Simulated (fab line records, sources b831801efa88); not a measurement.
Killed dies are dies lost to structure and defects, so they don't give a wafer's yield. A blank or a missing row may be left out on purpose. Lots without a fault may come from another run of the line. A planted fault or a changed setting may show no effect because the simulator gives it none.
A struck lot beside a sound one | flow sky130 | 13 steps out of a route of 708
Sound: wafers L707.3, L707.5, L707.6. Struck: wafers L700.3, L700.5, L700.6. The cause comes at the end.
At each step with rows: each side's tool, then ch and its chambers, then its first start. Under that, the readings that differ: sound wafers | struck wafers | difference of the means | sigmas: that difference in standard deviations of wafers without a fault.
alike: readings whose means differ by less than 2 such deviations, and words and numbers that are the same on both sides. not compared: withheld readings, readings that some wafer has no value for, bounds like >300 that may hide the same value, and numbers for which the record gives no deviation and whose values overlap.
The two part at a step that has a row with sigmas, a row that says differs or no value, or rows on one side only. Numbers that don't overlap but have no deviation are shown without sigmas and don't part them. A reading that every wafer of one side lacks parts them only if that side has two wafers or more.

SKY_FIELD_ISO_BOW_MEAS_00:
  sound on film_metro-01, day 4 18:02; struck on film_metro-03, day 3 07:02
  alike: INCOMING_BOW
then, 1 step without rows for these wafers: SKY_FIELD_ISO_OXIDATION_01 (stabilise 600 s, purge 300 s, target thk 12 nm).
SKY_FIELD_ISO_THK_MEAS_02:
  sound on film_metro-02, day 4 23:51; struck on film_metro-03, day 3 09:37
  alike: FIELD_ISO_OXIDATION_00_THK
then, 1 step without rows for these wafers: SKY_FIELD_ISO_CVD_03 (deposits Si3N4 from DCS/NH3, target thk 165 nm, time 2830 s).
SKY_FIELD_ISO_THK_MEAS_04:
  sound on film_metro-02, day 5 02:13; struck on film_metro-03, day 3 12:22
  alike: FIELD_ISO_CVD_03_THK
then, 6 steps without rows for these wafers: SKY_FIELD_ISO_DEHYDRATE_05 (time 60 s); SKY_FIELD_ISO_HMDS_06 (prime time 60 s); SKY_FIELD_ISO_COAT_07 (resist thk 60 nm); SKY_FIELD_ISO_COAT_08 (resist thk 450 nm); SKY_FIELD_ISO_SOFTBAKE_09 (time 90 s); SKY_FIELD_ISO_EXPOSE_10 (exposes mask FOM, target cd 150 nm).
SKY_FIELD_ISO_PEB_11:
  sound on litho_track-04 ch 0, day 5 18:00; struck on litho_track-04, day 4 04:00
  reading         | sound          | struck | difference                    | sigmas
  exhaust_pa (Pa) | 45.5 46.8 46.3 | - - -  | no value on the struck wafers |
  not compared: chill_plate_temp_C
then, 1 step without rows for these wafers: SKY_FIELD_ISO_DEVELOP_12 (develop time 60 s).

WHERE THEY PART
Only at SKY_FIELD_ISO_PEB_11, within this record.

WHY: what the simulator had put in
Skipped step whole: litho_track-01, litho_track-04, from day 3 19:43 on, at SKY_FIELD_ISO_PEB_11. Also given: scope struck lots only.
